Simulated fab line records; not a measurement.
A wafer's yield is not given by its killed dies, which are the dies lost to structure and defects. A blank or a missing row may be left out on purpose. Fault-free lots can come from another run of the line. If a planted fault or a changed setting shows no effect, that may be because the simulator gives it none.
What tool caused it?	flow gf180mcu	13 lots, 39 wafers sampled, at 3 steps of a route of 602

== WHAT THE GAUGES READ, wafer by wafer ==
GF_M2_THK_MEAS_06: measures by xrf.
lot	measured	on	M2_ALCU_THK (nm)
L302	day 17 20:40	filmMetro-03	441 435 439
L303	day 18 09:59	filmMetro-01	437 437 444
L304	day 18 13:29	filmMetro-03	451 450 450
L305	day 18 23:46	filmMetro-01	446 438 444
L311	day 21 14:18	filmMetro-01	452 448 453
L313	day 22 11:35	filmMetro-01	452 450 452
L314	day 22 13:28	filmMetro-02	453 451 457
L317	day 23 23:44	filmMetro-02	448 447 443
L318	day 24 13:47	filmMetro-03	455 454 458
L319	day 25 01:09	filmMetro-03	444 445 450
L320	day 25 06:08	filmMetro-02	456 448 449
L322	day 25 13:02	filmMetro-03	450 450 449
L325	day 26 10:44	filmMetro-03	456 454 452

== WHICH TOOL RAN EACH LOT (tool, then ch and the chambers of the sampled wafers, then the start) ==
lot	GF_SALICIDE_SPUTTER_02	GF_M1_STRIP_17
L302	pvdSputter-02, day 14 19:17	plasmaAsher-02 ch 0,1, day 16 18:17
L303	pvdSputter-03, day 15 08:17	plasmaAsher-04 ch 0,1, day 17 07:41
L304	pvdSputter-04, day 15 10:47	plasmaAsher-03 ch 0,1, day 17 10:50
L305	pvdSputter-03, day 15 20:51	plasmaAsher-03 ch 1, day 17 20:47
L311	pvdSputter-02, day 18 07:34	plasmaAsher-02 ch 0,1, day 20 11:32
L313	pvdSputter-02, day 19 05:45	plasmaAsher-03 ch 0,1, day 21 09:30
L314	pvdSputter-03, day 19 07:44	plasmaAsher-02 ch 0,1, day 21 11:17
L317	pvdSputter-03, day 20 20:19	plasmaAsher-03 ch 0,1, day 22 22:02
L318	pvdSputter-02, day 21 10:52	plasmaAsher-04 ch 0,1, day 23 12:38
L319	pvdSputter-04, day 22 01:50	plasmaAsher-03 ch 0,1, day 24 00:53
L320	pvdSputter-02, day 22 04:52	plasmaAsher-04 ch 0, day 24 05:35
L322	pvdSputter-04, day 22 12:37	plasmaAsher-03 ch 0,1, day 24 13:02
L325	pvdSputter-02, day 23 11:46	plasmaAsher-03 ch 0,1, day 25 10:23
- GF_SALICIDE_SPUTTER_02: material Co, target thk 10 nm, time 20 s.
- GF_M1_STRIP_17: strips in O2/N2.

== AS READ BY THE TOOLS THEMSELVES (means over the sampled wafers that have a number; for cases with no such wafer, the mark the record gives instead) ==
GF_SALICIDE_SPUTTER_02.
lot	tool	chamberPressurePa (Pa)	throttleValvePct (%)
L302	pvdSputter-02	0.4002	28.8
L303	pvdSputter-03	0.3997	30.3
L304	pvdSputter-04	0.4001	28.3
L305	pvdSputter-03	0.3991	30.3
L311	pvdSputter-02	0.4034	29.0
L313	pvdSputter-02	0.4045	29.3
L314	pvdSputter-03	0.4002	30.2
L317	pvdSputter-03	0.3998	30.3
L318	pvdSputter-02	0.4001	29.2
L319	pvdSputter-04	0.3995	29.2
L320	pvdSputter-02	0.3998	28.9
L322	pvdSputter-04	0.3997	30.1
L325	pvdSputter-02	0.3998	29.3

GF_M1_STRIP_17.
lot	tool	chamberPressureMTorr (mTorr)	drypumpMotorCurrentA (A)	heaterPowerW (W)	oesProductAu (a.u.)	stripTimeToEndpointS (s)
L302	plasmaAsher-02	1499.5	6.0	311	0.534	7.22
L303	plasmaAsher-04	1500.1	6.1	350	0.530	7.19
L304	plasmaAsher-03	1499.1	5.6	356	0.531	7.29
L305	plasmaAsher-03	1499.5	6.1	331	0.533	7.28
L311	plasmaAsher-02	1499.3	6.0	311	0.533	7.27
L313	plasmaAsher-03	1499.3	5.6	353	0.526	7.20
L314	plasmaAsher-02	1498.2	6.0	311	0.529	7.24
L317	plasmaAsher-03	1498.7	5.6	345	0.526	7.21
L318	plasmaAsher-04	1500.6	6.1	354	0.530	7.20
L319	plasmaAsher-03	1499.2	5.6	353	0.529	7.18
L320	plasmaAsher-04	1500.5	6.3	411	0.528	7.24
L322	plasmaAsher-03	1500.4	5.6	351	0.530	7.20
L325	plasmaAsher-03	1499.6	5.8	343	0.530	7.26

== THE ANSWER, worked out from the rows above alone ==
Rule: what is usual is taken from the lots themselves. Put in order of their means at a reading, lots are off if they are a third of the lots or fewer, leave a main group of 4 or more, and stand apart from it by a gap of 3 or more times the standard deviation of the main group's means; of several such gaps the widest counts. A main group whose means are all the same, to the digits that the tables above print for the reading, isn't used. Also off: a lot with no number at a reading for which 4 or more lots have one. Any other lot the step has rows for is counted as sound. The gauges are gone through in route order, then the tools' own readings, and for those a lot's mean is taken as printed above. The first step at which some lot is off is used, and at that step the reading that is off furthest; a lot without a number counts as furthest.
Off, at GF_SALICIDE_SPUTTER_02 on chamberPressurePa: L311, L313. The main group has a mean of 0.3998 Pa with a standard deviation of 0.00032.
A tool fits if, at that step or a process step before it, it ran every lot that is off, and no sound lot after the first of them. Not one of the candidates tried fits.

== WHAT WAS PUT IN BY THE SIMULATOR ==
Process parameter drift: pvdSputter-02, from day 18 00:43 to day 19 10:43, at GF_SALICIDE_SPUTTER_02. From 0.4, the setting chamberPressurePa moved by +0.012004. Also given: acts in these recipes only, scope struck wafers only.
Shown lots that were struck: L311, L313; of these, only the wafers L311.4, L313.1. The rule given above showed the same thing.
